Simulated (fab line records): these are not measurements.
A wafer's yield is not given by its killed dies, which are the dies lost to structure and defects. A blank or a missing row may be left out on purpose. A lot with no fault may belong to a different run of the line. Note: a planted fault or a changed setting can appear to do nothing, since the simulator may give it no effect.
fab line records	flow sky130
[record] lots = 10	wafers = 30	lastDay = 50
route steps=708 shown VIA2@528 METAL3@534 CAPM@539 PAD_OPEN@708
lots with no fault: from the same line, run without faults
startH: the number of hours between the record's first day and the start of the first shown wafer of the lot	waitH: hours elapsed since this lot's preceding step	" as in the row above	L1.1+2: one row covering several wafers at once	- value missing, or start not given	* or withheld: withheld	< > ~ a bound
route shown NAME@n: names a module that has steps shown in the file, with the first one's number in the route	usual: mean and standard deviation over wafers with no fault	same: alike in all rows	chamber/n: place in a boat	sites: readings site by site	_std_site: standard deviation across them	_edge_site: mean of outer sites minus mean of inner sites	radiusMm: how far each site lies from the wafer's centre	mask NAME#n: copy n	behind: the last tool/chamber to shape the wafer	hold: why the lot went on hold/how many hours it stayed there/how the hold came to an end	device: the transistor (n, p or np) that didn't switch	end of line: the tests these same wafers got at the end of their route	for a step that has no rows: nothing shown but its recipe	killed: dies that structure and defects cost at the first sort, which is not the same as the wafer's yield	map: a wafer's dies, marking killed ones x, the rest . and places with no die _
set.NAME: the setting as run; set.NAME@STEP: as run at that earlier step	model.NAME: the simulator's own value behind a step, which no gauge read
steps of the route over a sample of lots; a table a step, a row a wafer
services: from which hour (startH, from the record's first day; less than 0 if before it) a tool's chamber was out of use, for how many hours, and why
[[steps]]
[step SKY_VIA2_CVD_21]
[recipe] material = W	targetThkNm = 420	timeS = 126.4	tempC = 400	pressureTorr = 40
[usual] heaterPowerW = 860/45
lot.wafer	tool	chamber	startH	waitH	heaterPowerW
L963.2	cvdW-01	1	855.12	0.0	950
L963.5	"	0	"	"	827
L963.6	"	1	"	"	947
L965.3	cvdW-02	1	873.07	0.1	939
L965.4	"	0	"	"	832
L965.6	"	0	"	"	842
L966.2	cvdW-02	1	879.79	0.0	924
L966.3	"	1	"	"	903
L966.6	"	0	"	"	881
L968.2	cvdW-02	1	883.93	0.0	917
L968.5	"	0	"	"	877
L968.6	"	1	"	"	898
L971.1	cvdW-02	0	906.28	0.0	865
L971.3	"	0	"	"	870
L971.4	"	1	"	"	900
L973.2	cvdW-01	1	923.38	0.0	861
L973.4	"	1	"	"	830
L973.6	"	1	"	"	870
L974.1	cvdW-01	1	926.90	0.0	850
L974.2	"	0	"	"	802
L974.6	"	1	"	"	825
L976.3	cvdW-01	0	945.22	0.1	794
L976.4	"	1	"	"	887
L976.5	"	0	"	"	792
L979.1	cvdW-01	0	963.69	0.0	789
L979.2	"	1	"	"	855
L979.4	"	1	"	"	852
L985.2	cvdW-02	0	1003.08	0.1	862
L985.4	"	0	"	"	882
L985.5	"	0	"	"	863
[step SKY_METAL3_SPUTTER_02]
[recipe] material = AlCu	targetThkNm = 735	powerW = 10600	timeS = 39.1	chamberPressurePa = 0.4
[usual] throttleValvePct = 29.7/0.96
lot.wafer	tool	chamber	startH	waitH	throttleValvePct
L963.2	pvdSputter-03	-	855.79	0.0	30.5
L963.5	"	-	"	"	30.7
L963.6	"	-	"	"	30.3
L965.3	pvdSputter-04	-	873.69	0.0	30.5
L965.4	"	-	"	"	30.5
L965.6	"	-	"	"	30.7
L966.2	pvdSputter-04	-	880.45	0.0	30.5
L966.3	"	-	"	"	30.5
L966.6	"	-	"	"	30.7
L968.2	pvdSputter-03	-	884.59	0.0	30.8
L968.5	"	-	"	"	28.6
L968.6	"	-	"	"	30.5
L971.1	pvdSputter-02	-	906.94	0.0	29.6
L971.3	"	-	"	"	28.7
L971.4	"	-	"	"	28.9
L973.2	pvdSputter-02	-	924.04	0.0	28.8
L973.4	"	-	"	"	29.9
L973.6	"	-	"	"	29.1
L974.1	pvdSputter-04	-	927.55	0.0	27.4
L974.2	"	-	"	"	30.8
L974.6	"	-	"	"	30.5
L976.3	pvdSputter-03	-	945.83	0.0	30.0
L976.4	"	-	"	"	29.2
L976.5	"	-	"	"	28.9
L979.1	pvdSputter-04	-	964.57	0.0	27.6
L979.2	"	-	"	"	30.6
L979.4	"	-	"	"	30.8
L985.2	pvdSputter-02	-	1003.83	0.0	29.7
L985.4	"	-	"	"	29.1
L985.5	"	-	"	"	29.1
[step SKY_CAPM_SPUTTER_02]
[recipe] material = TiN	targetThkNm = 200	tempC = 300	powerW = 6500	timeS = 166.7	chamberPressurePa = 0.4
[usual] throttleValvePct = 30.1/1.1
lot.wafer	tool	chamber	startH	waitH	throttleValvePct
L963.2	pvdSputter-01	-	855.99	0.0	31.3
L963.5	"	-	"	"	31.1
L963.6	"	-	"	"	32.1
L965.3	pvdSputter-02	-	873.88	0.0	29.0
L965.4	"	-	"	"	29.9
L965.6	"	-	"	"	29.1
L966.2	pvdSputter-02	-	880.64	0.0	29.8
L966.3	"	-	"	"	29.8
L966.6	"	-	"	"	30.1
L968.2	pvdSputter-01	-	884.78	0.0	30.2
L968.5	"	-	"	"	30.3
L968.6	"	-	"	"	31.3
L971.1	pvdSputter-01	-	907.12	0.1	31.9
L971.3	"	-	"	"	30.4
L971.4	"	-	"	"	30.8
L973.2	pvdSputter-01	-	924.23	0.0	31.8
L973.4	"	-	"	"	30.1
L973.6	"	-	"	"	31.8
L974.1	pvdSputter-01	-	927.74	0.1	30.3
L974.2	"	-	"	"	30.5
L974.6	"	-	"	"	31.8
L976.3	pvdSputter-04	-	946.02	0.0	30.3
L976.4	"	-	"	"	27.6
L976.5	"	-	"	"	27.3
L979.1	pvdSputter-01	-	964.81	0.1	31.7
L979.2	"	-	"	"	30.9
L979.4	"	-	"	"	30.3
L985.2	pvdSputter-04	-	1004.02	0.0	30.5
L985.4	"	-	"	"	30.5
L985.5	"	-	"	"	30.3
[step SKY_CAPM_RS_MEAS_03]
[recipe] thkMeasGauge = four-point-probe	reads = TiN_of_CAPM_SPUTTER_02
[usual] CAPM_TIN_RS = 6.92/0.085
lot.wafer	tool	chamber	startH	waitH	hold	CAPM_TIN_RS[ohm/sq]
L963.2	filmMetro-03	-	856.12	0.1	-	6.98
L963.5	"	-	"	"	-	6.89
L963.6	"	-	"	"	-	6.91
L965.3	filmMetro-03	-	874.02	0.1	-	6.89
L965.4	"	-	"	"	-	6.87
L965.6	"	-	"	"	-	6.83
L966.2	filmMetro-04	-	880.77	0.1	-	7.01
L966.3	"	-	"	"	-	6.99
L966.6	"	-	"	"	-	6.97
L968.2	filmMetro-01	-	884.91	0.1	-	7.00
L968.5	"	-	"	"	-	6.94
L968.6	"	-	"	"	-	7.01
L971.1	filmMetro-03	-	907.23	0.1	-	6.91
L971.3	"	-	"	"	-	6.99
L971.4	"	-	"	"	-	7.06
L973.2	filmMetro-04	-	924.35	0.1	-	6.96
L973.4	"	-	"	"	-	7.07
L973.6	"	-	"	"	-	6.98
L974.1	filmMetro-01	-	927.85	0.1	-	6.94
L974.2	"	-	"	"	-	6.98
L974.6	"	-	"	"	-	6.86
L976.3	filmMetro-01	-	946.17	0.1	-	6.86
L976.4	"	-	"	"	-	6.86
L976.5	"	-	"	"	-	6.89
L979.1	filmMetro-01	-	964.91	0.1	awaitDispo/0.2h/release	6.92
L979.2	"	-	"	"	awaitDispo/0.2h/release	6.98
L979.4	"	-	"	"	awaitDispo/0.2h/release	6.11
L979.1	filmMetro-01	-	965.20	0.3	-	6.92
L979.2	"	-	"	"	-	6.97
L979.4	"	-	"	"	-	6.11
L985.2	filmMetro-01	-	1004.17	0.1	-	6.83
L985.4	"	-	"	"	-	6.84
L985.5	"	-	"	"	-	6.81
[step SKY_CAPM_THK_MEAS_04]
[recipe] thkMeasGauge = xrf	reads = TiN_of_CAPM_SPUTTER_02
[usual] CAPM_TIN_THK = 196.1/3
lot.wafer	tool	chamber	startH	waitH	hold	CAPM_TIN_THK[nm]
L963.2	filmMetro-03	-	856.23	0.1	-	192.7
L963.5	"	-	"	"	-	194.7
L963.6	"	-	"	"	-	195.6
L965.3	filmMetro-03	-	874.12	0.1	-	197.7
L965.4	"	-	"	"	-	197.2
L965.6	"	-	"	"	-	199.2
L966.2	filmMetro-04	-	880.88	0.1	-	193.1
L966.3	"	-	"	"	-	193.6
L966.6	"	-	"	"	-	193.7
L968.2	filmMetro-01	-	885.02	0.1	-	194.0
L968.5	"	-	"	"	-	197.2
L968.6	"	-	"	"	-	194.1
L971.1	filmMetro-03	-	907.35	0.1	-	195.7
L971.3	"	-	"	"	-	194.2
L971.4	"	-	"	"	-	192.1
L973.2	filmMetro-04	-	924.46	0.1	-	194.8
L973.4	"	-	"	"	-	191.1
L973.6	"	-	"	"	-	193.6
L974.1	filmMetro-01	-	927.97	0.1	-	197.1
L974.2	"	-	"	"	-	195.5
L974.6	"	-	"	"	-	199.1
L976.3	filmMetro-01	-	946.27	0.1	-	199.0
L976.4	"	-	"	"	-	199.4
L976.5	"	-	"	"	-	198.2
L979.1	filmMetro-01	-	969.14	3.9	awaitDispo/0.2h/release	198.2
L979.2	"	-	"	"	awaitDispo/0.2h/release	196.2
L979.4	"	-	"	"	awaitDispo/0.2h/release	222.7
L979.1	filmMetro-01	-	969.44	0.3	-	198.3
L979.2	"	-	"	"	-	196.2
L979.4	"	-	"	"	-	222.8
L985.2	filmMetro-01	-	1004.28	0.1	-	199.1
L985.4	"	-	"	"	-	198.9
L985.5	"	-	"	"	-	199.3
[step SKY_CAPM_METAL_ETCH_13]
[recipe] targetDepthNm = 220	stopOn = SiO2	chemistry = Cl2/BCl3	target = TiN	pressureMtorr = 10	icpW = 900	biasW = 48.5	Cl2_flow_sccm = 60	bcl3FlowSccm = 30	timeS = 62.9
[usual] drypumpMotorCurrentA = 6.1/0.37	oesProductAu = 0.940/0.0076	throttleValvePct = 21.903/0.01
lot.wafer	tool	chamber	startH	waitH	drypumpMotorCurrentA	oesProductAu	rfHoursCounterH	throttleValvePct
L963.2	rieMetal-03	0	882.01	0.0	6.0	0.929	-	21.909
L963.5	"	0	"	"	6.0	0.942	-	21.914
L963.6	"	0	"	"	6.0	0.944	-	21.893
L965.3	rieMetal-01	1	899.11	0.0	6.6	0.944	-	21.900
L965.4	"	0	"	"	6.6	0.942	-	21.910
L965.6	"	1	"	"	6.5	0.947	-	21.881
L966.2	rieMetal-01	1	906.56	0.0	6.6	0.938	7	21.913
L966.3	"	0	"	"	6.6	0.937	-	21.912
L966.6	"	1	"	"	6.6	0.934	-	21.893
L968.2	rieMetal-03	0	909.95	0.0	6.0	0.930	2	21.910
L968.5	"	0	"	"	6.0	0.940	-	21.902
L968.6	"	1	"	"	5.5	0.937	-	21.902
L971.1	rieMetal-03	0	931.73	0.0	6.0	0.947	4	21.895
L971.3	"	1	"	"	5.5	0.933	-	21.914
L971.4	"	0	"	"	6.0	0.933	-	21.912
L973.2	rieMetal-02	1	948.73	0.0	5.9	0.932	14	21.894
L973.4	"	1	"	"	5.9	0.927	-	21.912
L973.6	"	0	"	"	6.1	0.943	-	21.912
L974.1	rieMetal-03	1	951.51	0.0	5.5	0.935	2	21.916
L974.2	"	0	"	"	6.0	0.935	5	21.894
L974.6	"	1	"	"	5.5	0.942	-	21.899
L976.3	rieMetal-02	0	970.64	0.0	6.0	0.938	-	21.912
L976.4	"	1	"	"	5.9	0.936	-	21.910
L976.5	"	1	"	"	5.9	0.944	-	21.897
L979.1	rieMetal-01	1	987.98	0.0	6.6	0.944	11	21.898
L979.2	"	0	"	"	6.6	0.943	18	21.914
L979.4	"	0	"	"	6.6	0.998	-	21.847
L985.2	rieMetal-02	0	1030.10	0.0	6.0	0.946	11	21.904
L985.4	"	0	"	"	6.0	0.949	-	21.922
L985.5	"	0	"	"	6.1	0.948	-	21.899
[step SKY_CAPM_STRIP_14]
[recipe] chemistry = O2/N2	powerW = 1400	pressureMtorr = 1500	platenTempC = withheld	o2FlowSccm = 3000	n2FlowSccm = 300	overashFraction = 0.5
[usual] drypumpMotorCurrentA = 5.75/0.24	oesProductAu = 0.710/0.0046	stripTimeToEndpointS = 12.66/0.051
lot.wafer	tool	chamber	startH	waitH	drypumpMotorCurrentA	oesProductAu	rfHoursCounterH	stripTimeToEndpointS
L963.2	plasmaAsher-01	0	882.14	0.1	5.55	0.711	39	12.65
L963.5	"	1	"	"	6.00	0.712	-	12.69
L963.6	"	0	"	"	5.54	0.701	-	12.63
L965.3	plasmaAsher-02	0	899.19	0.1	5.44	0.708	-	12.63
L965.4	"	1	"	"	5.57	0.714	-	12.66
L965.6	"	1	"	"	5.57	0.713	-	12.59
L966.2	plasmaAsher-03	0	906.64	0.1	5.96	0.714	110	12.60
L966.3	"	1	"	"	5.90	0.716	-	12.60
L966.6	"	0	"	"	5.98	0.714	-	12.56
L968.2	plasmaAsher-01	1	910.02	0.1	6.05	0.697	42	12.62
L968.5	"	0	"	"	5.54	0.709	-	12.65
L968.6	"	1	"	"	6.01	0.716	-	12.67
L971.1	plasmaAsher-01	1	931.81	0.1	6.04	0.709	45	12.79
L971.3	"	1	"	"	6.05	0.708	-	12.76
L971.4	"	0	"	"	5.54	0.702	-	12.77
L973.2	plasmaAsher-01	0	948.81	0.1	5.55	0.709	46	12.66
L973.4	"	1	"	"	6.06	0.705	-	12.70
L973.6	"	1	"	"	6.02	0.714	-	12.64
L974.1	plasmaAsher-01	1	951.59	0.1	6.00	0.713	47	12.60
L974.2	"	0	"	"	5.55	0.708	47	12.58
L974.6	"	1	"	"	5.99	0.713	-	12.64
L976.3	plasmaAsher-02	0	970.72	0.1	5.42	0.708	-	12.71
L976.4	"	1	"	"	5.57	0.715	-	12.71
L976.5	"	1	"	"	5.58	0.716	-	12.64
L979.1	plasmaAsher-01	1	988.06	0.1	6.03	0.711	50	12.62
L979.2	"	0	"	"	5.56	0.707	50	12.68
L979.4	"	1	"	"	6.04	0.714	-	12.71
L985.2	plasmaAsher-01	0	1030.18	0.1	5.55	0.706	53	12.71
L985.4	"	1	"	"	6.03	0.716	-	12.74
L985.5	"	1	"	"	6.04	0.702	-	12.72
[step SKY_PAD_OPEN_PROBE_99]
[usual] defectLimitedYield = 82.4/1.8	killed_at_M0_to_M3 = 44/6	killed_at_M4_up = 2.9/1.5	killedAtContacts = 24/4.9	killedAtFrontEnd = 16/4.3	killedAtOther = 0.3/0.54	killedDies = 87/8.7	killedOpen = 48/6.7	killedShort = 39/5.9
[same] grossDies = 492	killedAtBackSide = 0
lot.wafer	tool	chamber	startH	waitH	defectLimitedYield[%]	killed_at_M0_to_M3	killed_at_M4_up	killedAtContacts	killedAtFrontEnd	killedAtOther	killedDies	killedOpen	killedShort
L963.2	prober-02	-	1081.68	0.1	80.7	45	3	22	25	0	95	57	38
L963.5	prober-02	-	1081.83	0.2	80.5	53	3	18	22	0	96	55	41
L963.6	prober-02	-	1081.88	0.2	81.7	43	4	23	20	0	90	47	43
L965.3	prober-01	-	1095.58	0.2	82.1	43	6	24	15	0	88	39	49
L965.4	prober-01	-	1095.63	0.2	84.1	39	2	23	14	0	78	37	41
L965.6	prober-01	-	1095.73	0.2	84.6	39	5	19	12	1	76	43	32
L966.2	prober-02	-	1101.98	0.1	81.1	43	4	32	14	0	93	53	40
L966.3	prober-02	-	1102.03	0.2	81.7	47	4	24	14	1	90	43	47
L966.6	prober-02	-	1102.18	0.2	83.5	36	2	26	17	0	81	46	35
L968.2	prober-02	-	1103.48	0.1	81.9	52	1	21	15	0	89	57	32
L968.5	prober-02	-	1103.63	0.2	83.3	42	6	18	16	0	82	40	42
L968.6	prober-02	-	1103.68	0.2	83.7	35	5	22	18	0	80	46	34
L971.1	prober-02	-	1120.53	0.1	82.5	44	3	26	13	0	86	40	46
L971.3	prober-02	-	1120.63	0.2	83.3	41	4	24	13	0	82	38	44
L971.4	prober-02	-	1120.68	0.2	80.1	49	1	30	17	1	98	56	42
L973.2	prober-02	-	1135.50	0.1	83.3	44	2	22	14	0	82	42	39
L973.4	prober-02	-	1135.60	0.2	82.5	44	4	22	16	0	86	48	38
L973.6	prober-02	-	1135.70	0.2	81.9	51	2	19	17	0	89	50	39
L974.1	prober-01	-	1137.50	0.1	81.1	42	4	29	17	1	93	48	45
L974.2	prober-01	-	1137.55	0.1	83.3	42	3	24	13	0	82	46	36
L974.6	prober-01	-	1137.75	0.2	83.1	31	4	26	22	0	83	54	29
L976.3	prober-01	-	1152.27	0.2	83.7	35	1	25	18	1	80	43	37
L976.4	prober-01	-	1152.32	0.2	81.5	51	5	18	17	0	91	55	36
L976.5	prober-01	-	1152.37	0.2	81.9	50	3	21	15	0	89	46	43
L979.1	prober-02	-	1165.37	0.1	82.3	42	2	28	15	0	87	43	44
L979.2	prober-02	-	1165.42	0.1	82.1	49	2	24	12	1	88	49	39
L979.4	prober-02	-	1165.52	0.2	79.3	53	3	26	20	0	102	57	44
L985.2	prober-02	-	1193.60	0.1	83.7	35	1	27	17	0	80	41	39
L985.4	prober-02	-	1193.70	0.2	86.0	38	1	12	17	1	69	43	26
L985.5	prober-02	-	1193.75	0.2	83.1	36	4	29	13	1	83	57	26
// killed by level:class
L963.2 VIA1:geometricParticle:open=12 CONTACT:geometricParticle:open=10 LI_CONTACT:geometricParticle:open=7 VIA1:geometricParticle:short=7 METAL1:geometricParticle:short=6 FIELD_ISO:geometricParticle:open=5 POLY_GATE:geometricParticle:short=5 POLY_GATE:geometricParticle:open=5
L963.5 VIA1:geometricParticle:open=15 VIA2:geometricParticle:open=9 CONTACT:geometricParticle:open=8 METAL2:geometricParticle:short=8 POLY_GATE:geometricParticle:short=7 VIA1:geometricParticle:short=6 VIA3:geometricParticle:open=5 FIELD_ISO:geometricParticle:open=4
L963.6 CONTACT:geometricParticle:open=9 VIA1:geometricParticle:short=7 VIA2:geometricParticle:open=6 VIA1:geometricParticle:open=6 FIELD_ISO:geometricParticle:open=5 POLY_GATE:geometricParticle:open=5 METAL1:geometricParticle:short=5 VIA3:geometricParticle:open=5
L965.3 CONTACT:geometricParticle:open=7 LI_CONTACT:geometricParticle:open=6 METAL1:geometricParticle:short=6 VIA1:geometricParticle:open=6 METAL4:geometricParticle:short=6 VIA3:geometricParticle:open=6 CONTACT:geometricParticle:short=5 METAL2:geometricParticle:short=5
L965.4 VIA2:geometricParticle:open=9 VIA1:geometricParticle:open=7 CONTACT:geometricParticle:short=6 FIELD_ISO:geometricParticle:short=5 VIA2:geometricParticle:short=5 LI_CONTACT:geometricParticle:open=5 CONTACT:geometricParticle:open=5 LOCAL_INTERCONNECT:geometricParticle:short=4
L965.6 LI_CONTACT:geometricParticle:open=8 VIA1:geometricParticle:open=8 VIA3:geometricParticle:open=7 VIA1:geometricParticle:short=6 VIA2:geometricParticle:open=6 METAL4:geometricParticle:short=4 CONTACT:geometricParticle:open=4 METAL1:geometricParticle:short=4
L966.2 CONTACT:geometricParticle:open=11 VIA2:geometricParticle:open=10 LI_CONTACT:geometricParticle:open=9 VIA1:geometricParticle:open=8 LOCAL_INTERCONNECT:geometricParticle:short=7 VIA3:geometricParticle:open=6 FIELD_ISO:geometricParticle:short=5 METAL3:geometricParticle:short=5
L966.3 CONTACT:geometricParticle:short=10 VIA3:geometricParticle:open=10 POLY_GATE:geometricParticle:open=7 VIA2:geometricParticle:open=7 LOCAL_INTERCONNECT:geometricParticle:short=6 VIA2:geometricParticle:short=5 METAL2:geometricParticle:short=5 CONTACT:geometricParticle:open=4
L966.6 CONTACT:geometricParticle:open=9 VIA1:geometricParticle:open=9 FIELD_ISO:geometricParticle:short=6 METAL2:geometricParticle:short=6 VIA3:geometricParticle:open=6 CONTACT:geometricParticle:short=5 LI_CONTACT:geometricParticle:open=5 POLY_GATE:geometricParticle:open=5
L968.2 VIA1:geometricParticle:open=17 LI_CONTACT:geometricParticle:open=8 CONTACT:geometricParticle:open=8 VIA3:geometricParticle:short=8 METAL1:geometricParticle:short=7 POLY_GATE:geometricParticle:open=6 VIA3:geometricParticle:open=5 VIA2:geometricParticle:open=4
L968.5 METAL1:geometricParticle:short=9 LI_CONTACT:geometricParticle:open=8 VIA1:geometricParticle:open=7 VIA2:geometricParticle:open=6 FIELD_ISO:geometricParticle:short=5 VIA2:geometricParticle:short=5 CONTACT:geometricParticle:open=5 METAL2:geometricParticle:short=5
L968.6 CONTACT:geometricParticle:open=8 METAL1:geometricParticle:short=7 VIA1:geometricParticle:open=7 FIELD_ISO:geometricParticle:open=6 LI_CONTACT:geometricParticle:open=6 METAL2:geometricParticle:short=5 VIA3:geometricParticle:open=5 CONTACT:geometricParticle:short=4
L971.1 CONTACT:geometricParticle:open=10 LI_CONTACT:geometricParticle:open=6 METAL3:geometricParticle:short=5 METAL2:geometricParticle:short=5 VIA2:geometricParticle:short=5 VIA2:geometricParticle:open=5 VIA3:geometricParticle:short=5 FIELD_ISO:geometricParticle:open=4
L971.3 CONTACT:geometricParticle:open=8 CONTACT:geometricParticle:short=7 VIA1:geometricParticle:short=6 METAL2:geometricParticle:short=6 LOCAL_INTERCONNECT:geometricParticle:short=5 VIA1:geometricParticle:open=5 METAL2:geometricParticle:open=5 VIA3:geometricParticle:open=5
L971.4 VIA1:geometricParticle:open=14 LOCAL_INTERCONNECT:geometricParticle:short=11 METAL2:geometricParticle:short=7 CONTACT:geometricParticle:open=7 VIA2:geometricParticle:open=6 VIA3:geometricParticle:open=6 FIELD_ISO:geometricParticle:open=4 POLY_GATE:geometricParticle:open=4
L973.2 LI_CONTACT:geometricParticle:open=11 VIA1:geometricParticle:open=11 VIA1:geometricParticle:short=6 METAL1:geometricParticle:short=6 POLY_GATE:geometricParticle:short=5 METAL2:geometricParticle:short=5 VIA3:geometricParticle:open=5 CONTACT:geometricParticle:open=4
L973.4 VIA1:geometricParticle:open=14 LOCAL_INTERCONNECT:geometricParticle:short=7 VIA3:geometricParticle:open=7 POLY_GATE:geometricParticle:open=5 CONTACT:geometricParticle:open=5 METAL2:geometricParticle:short=5 VIA2:geometricParticle:open=5 LI_CONTACT:geometricParticle:open=4
L973.6 VIA2:geometricParticle:open=11 VIA1:geometricParticle:open=10 LI_CONTACT:geometricParticle:open=8 VIA1:geometricParticle:short=8 POLY_GATE:geometricParticle:open=6 METAL2:geometricParticle:short=5 VIA3:geometricParticle:open=5 FIELD_ISO:geometricParticle:open=4
L974.1 VIA1:geometricParticle:open=12 CONTACT:geometricParticle:open=10 METAL2:geometricParticle:short=8 LI_CONTACT:geometricParticle:open=6 CONTACT:geometricParticle:short=6 FIELD_ISO:geometricParticle:open=5 FIELD_ISO:geometricParticle:short=5 VIA2:geometricParticle:open=5
L974.2 CONTACT:geometricParticle:open=9 VIA1:geometricParticle:open=8 CONTACT:geometricParticle:short=6 VIA2:geometricParticle:open=6 POLY_GATE:geometricParticle:open=5 LOCAL_INTERCONNECT:geometricParticle:short=5 VIA3:geometricParticle:open=5 METAL2:geometricParticle:short=5
L974.6 VIA1:geometricParticle:open=14 CONTACT:geometricParticle:open=11 POLY_GATE:geometricParticle:open=9 POLY_GATE:geometricParticle:short=6 LI_CONTACT:geometricParticle:open=6 VIA3:geometricParticle:open=6 FIELD_ISO:geometricParticle:short=4 CONTACT:geometricParticle:short=4
L976.3 VIA1:geometricParticle:open=9 LI_CONTACT:geometricParticle:open=8 LOCAL_INTERCONNECT:geometricParticle:short=8 VIA3:geometricParticle:open=7 FIELD_ISO:geometricParticle:short=5 CONTACT:geometricParticle:open=5 CONTACT:geometricParticle:short=4 VIA2:geometricParticle:open=4
L976.4 VIA3:geometricParticle:open=12 VIA1:geometricParticle:open=10 LI_CONTACT:geometricParticle:open=7 VIA2:geometricParticle:open=6 CONTACT:geometricParticle:open=6 FIELD_ISO:geometricParticle:open=5 METAL3:geometricParticle:short=5 METAL4:geometricParticle:short=5
L976.5 VIA1:geometricParticle:open=16 VIA2:geometricParticle:short=7 POLY_GATE:geometricParticle:open=6 LI_CONTACT:geometricParticle:open=6 CONTACT:geometricParticle:short=6 VIA1:geometricParticle:short=6 METAL2:geometricParticle:short=5 VIA2:geometricParticle:open=5
L979.1 VIA1:geometricParticle:open=12 LI_CONTACT:geometricParticle:short=9 CONTACT:geometricParticle:open=7 LI_CONTACT:geometricParticle:open=6 FIELD_ISO:geometricParticle:short=5 VIA2:geometricParticle:short=5 VIA1:geometricParticle:short=5 VIA2:geometricParticle:open=5
L979.2 VIA1:geometricParticle:open=15 CONTACT:geometricParticle:open=9 VIA3:geometricParticle:open=8 CONTACT:geometricParticle:short=6 METAL2:geometricParticle:short=6 VIA2:geometricParticle:open=5 FIELD_ISO:geometricParticle:open=4 FIELD_ISO:geometricParticle:short=4
L979.4 VIA1:geometricParticle:short=12 VIA1:geometricParticle:open=11 LI_CONTACT:geometricParticle:open=9 CONTACT:geometricParticle:open=8 METAL2:geometricParticle:short=6 VIA2:geometricParticle:open=6 FIELD_ISO:geometricParticle:open=5 METAL2:geometricParticle:open=5
L985.2 POLY_GATE:geometricParticle:short=8 CONTACT:geometricParticle:open=8 LI_CONTACT:geometricParticle:open=7 VIA2:geometricParticle:open=7 VIA1:geometricParticle:short=6 METAL1:geometricParticle:short=6 FIELD_ISO:geometricParticle:open=5 VIA1:geometricParticle:open=5
L985.4 VIA3:geometricParticle:open=9 VIA2:geometricParticle:open=8 VIA1:geometricParticle:open=8 FIELD_ISO:geometricParticle:short=4 CONTACT:geometricParticle:short=4 CONTACT:geometricParticle:open=4 METAL1:geometricParticle:short=4 FIELD_ISO:geometricParticle:open=3
L985.5 VIA1:geometricParticle:open=9 LI_CONTACT:geometricParticle:open=8 CONTACT:geometricParticle:open=8 VIA3:geometricParticle:open=8 POLY_GATE:geometricParticle:open=7 VIA2:geometricParticle:open=7 LOCAL_INTERCONNECT:geometricParticle:short=5 LI_CONTACT:geometricParticle:short=3
[[services]]
tool	chamber	startH	hours	kind
cvdW-02	-	839.92	14.5	repair
rieMetal-02	1	841.06	8.3	repair
pvdSputter-04	2	842.04	-	consumableReplace:kit
pvdSputter-04	2	842.04	18.0	scheduledDown
pvdSputter-04	2	842.04	18.0	ventCycle
pvdSputter-04	-	843.99	1.3	repair
rieMetal-03	1	844.20	4.6	repair
pvdSputter-02	-	868.80	0.9	repair
rieMetal-03	1	870.52	4.2	repair
cvdW-01	1	873.22	17.6	repair
plasmaAsher-02	-	881.10	0.7	repair
plasmaAsher-03	-	885.83	1.0	repair
plasmaAsher-02	-	902.27	7.9	repair
cvdW-01	-	904.00	14.0	pm
rieMetal-02	-	919.17	2.8	pm
pvdSputter-02	-	924.87	1.9	repair
pvdSputter-04	-	936.09	3.5	repair
pvdSputter-03	-	981.37	4.9	repair
plasmaAsher-01	-	994.99	2.2	repair
cvdW-02	1	995.28	9.5	repair
rieMetal-03	-	1010.43	2.8	pm
plasmaAsher-01	-	1016.82	6.5	repair
rieMetal-03	-	1019.02	0.5	repair
pvdSputter-01	1	1021.28	-	consumableReplace:kit
[[key]]
[firstSign] step = SKY_CAPM_RS_MEAS_03	reading = visit	direction = added
[effect] step = SKY_CAPM_RS_MEAS_03	reading = CAPM_TIN_RS	direction = down	sigmas = 9.6	usual = 6.92	struck = 6.11
[effect] step = SKY_CAPM_THK_MEAS_04	reading = visit	direction = added
[effect] step = SKY_CAPM_THK_MEAS_04	reading = CAPM_TIN_THK	direction = up	sigmas = 9	usual = 196.1	struck = 222.7
[effect] step = SKY_CAPM_METAL_ETCH_13	reading = oesProductAu	direction = up	sigmas = 7.7	usual = 0.940	struck = 0.998
metAt SKY_CAPM_SPUTTER_02
struckLots L979
struckWafers L979.4
notActingAt SKY_VIA2_CVD_21,SKY_METAL3_SPUTTER_02,SKY_CAPM_STRIP_14
onsetBetween 927.74 964.81
[fault] kind = processParameterDrift	tool = pvdSputter-01	chamber = -	onsetH = 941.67	steps = SKY_CAPM_SPUTTER_02	channel = timeS	offset = *	shape = step	endH = 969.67	actsIn = *	stated = *	scope = struckWafersOnly
